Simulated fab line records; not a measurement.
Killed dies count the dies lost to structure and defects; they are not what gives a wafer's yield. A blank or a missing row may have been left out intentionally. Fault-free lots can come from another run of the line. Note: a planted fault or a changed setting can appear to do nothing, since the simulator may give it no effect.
What tool caused it? :: flow sfq line :: 21 wafers from 7 lots sampled at 5 of the route's 325 steps

## WHAT EACH GAUGE READ, for each wafer
SFQ_I0_OVL_MEAS_908.
lot: L767
measured: day 10 11:01
on: overlay-01
I0_OVL (nm): -2 -2 -1

lot: L771
measured: day 11 16:55
on: overlay-01
I0_OVL (nm): -10 6 0

lot: L774
measured: day 12 15:41
on: overlay-02
I0_OVL (nm): 7 4 1

lot: L776
measured: day 13 08:01
on: overlay-01
I0_OVL (nm): -4 -6 -10

lot: L785
measured: day 15 22:25
on: overlay-01
I0_OVL (nm): 5 1 2

lot: L787
measured: day 16 22:51
on: overlay-02
I0_OVL (nm): -1 -7 -8

lot: L789
measured: day 17 04:50
on: overlay-01
I0_OVL (nm): -12 -9 -13

## EACH LOT AND THE TOOL THAT RAN IT (in order: tool; ch and the chambers of the sampled wafers; start)
lot: L767
SFQ_TRILAYER_L0_VIA_BARC_OPEN_VIA_ETCH_021: rie diel-03 ch 0,3, day 5 09:28
SFQ_TRILAYER_M0_BARC_OPEN_METAL_ETCH_031: rie metal-04 ch 0,1, day 8 01:35
SFQ_TRILAYER_I0_CMP_CMP_028: cmp-01 ch 0,1,3, day 8 10:43
SFQ_TRILAYER_I0_METRO_MEASURE_029: film metro-01, day 8 12:50

lot: L771
SFQ_TRILAYER_L0_VIA_BARC_OPEN_VIA_ETCH_021: rie diel-01 ch 0,1, day 6 13:49
SFQ_TRILAYER_M0_BARC_OPEN_METAL_ETCH_031: rie metal-04 ch 0,1, day 9 04:00
SFQ_TRILAYER_I0_CMP_CMP_028: cmp-01 ch 0,1,2, day 9 09:05
SFQ_TRILAYER_I0_METRO_MEASURE_029: film metro-02, day 9 12:36

lot: L774
SFQ_TRILAYER_L0_VIA_BARC_OPEN_VIA_ETCH_021: rie diel-03 ch 0,1,3, day 7 04:13
SFQ_TRILAYER_M0_BARC_OPEN_METAL_ETCH_031: rie metal-02 ch 0,1, day 9 20:48
SFQ_TRILAYER_I0_CMP_CMP_028: cmp-02 ch 1,2,3, day 10 04:47
SFQ_TRILAYER_I0_METRO_MEASURE_029: film metro-03, day 10 07:48

lot: L776
SFQ_TRILAYER_L0_VIA_BARC_OPEN_VIA_ETCH_021: rie diel-04 ch 0,2,3, day 7 13:49
SFQ_TRILAYER_M0_BARC_OPEN_METAL_ETCH_031: rie metal-03 ch 0,1, day 10 08:47
SFQ_TRILAYER_I0_CMP_CMP_028: cmp-02 ch 0,1,2, day 10 19:25
SFQ_TRILAYER_I0_METRO_MEASURE_029: film metro-03, day 10 22:02

lot: L785
SFQ_TRILAYER_L0_VIA_BARC_OPEN_VIA_ETCH_021: rie diel-03 ch 1,2,3, day 9 23:02
SFQ_TRILAYER_M0_BARC_OPEN_METAL_ETCH_031: rie metal-02 ch 0, day 13 00:17
SFQ_TRILAYER_I0_CMP_CMP_028: cmp-02 ch 1,3, day 13 05:59
SFQ_TRILAYER_I0_METRO_MEASURE_029: film metro-01, day 13 09:18

lot: L787
SFQ_TRILAYER_L0_VIA_BARC_OPEN_VIA_ETCH_021: rie diel-03 ch 1,3, day 10 13:26
SFQ_TRILAYER_M0_BARC_OPEN_METAL_ETCH_031: rie metal-02 ch 0,1, day 13 20:41
SFQ_TRILAYER_I0_CMP_CMP_028: cmp-02 ch 0,1,3, day 14 00:29
SFQ_TRILAYER_I0_METRO_MEASURE_029: film metro-02, day 14 03:06

lot: L789
SFQ_TRILAYER_L0_VIA_BARC_OPEN_VIA_ETCH_021: rie diel-03 ch 1,2,3, day 11 00:20
SFQ_TRILAYER_M0_BARC_OPEN_METAL_ETCH_031: rie metal-04 ch 0,1, day 14 05:05
SFQ_TRILAYER_I0_CMP_CMP_028: cmp-02 ch 0,2,3, day 14 09:59
SFQ_TRILAYER_I0_METRO_MEASURE_029: film metro-01, day 14 12:06
- SFQ_TRILAYER_L0_VIA_BARC_OPEN_VIA_ETCH_021: etches BARC in O2, target depth 125 nm, time 41.7 s.
- SFQ_TRILAYER_M0_BARC_OPEN_METAL_ETCH_031: etches BARC in O2, target depth 125 nm, time 41.7 s.
- SFQ_TRILAYER_I0_CMP_CMP_028: polishes SiO2.
- SFQ_TRILAYER_I0_METRO_MEASURE_029

## THE ANSWER, worked out from the rows above alone
Rule: what is usual is taken from the lots themselves. The widest of any qualifying gaps counts: lots, ordered by their means at a reading, are off when they make up no more than a third of the lots, leave a main group of 4 or more, and stand apart from it by 3 or more times the standard deviation of that group's means. The tables above print the reading to a certain number of digits; a main group whose means all agree to those digits is not used. Also off: a lot with no number at a reading for which 4 or more lots have one. All remaining lots with rows at the step are treated as sound.
No lot is off on any of the readings shown, so nothing can be concluded from this.

## WHAT HAD BEEN PUT IN BY THE SIMULATOR
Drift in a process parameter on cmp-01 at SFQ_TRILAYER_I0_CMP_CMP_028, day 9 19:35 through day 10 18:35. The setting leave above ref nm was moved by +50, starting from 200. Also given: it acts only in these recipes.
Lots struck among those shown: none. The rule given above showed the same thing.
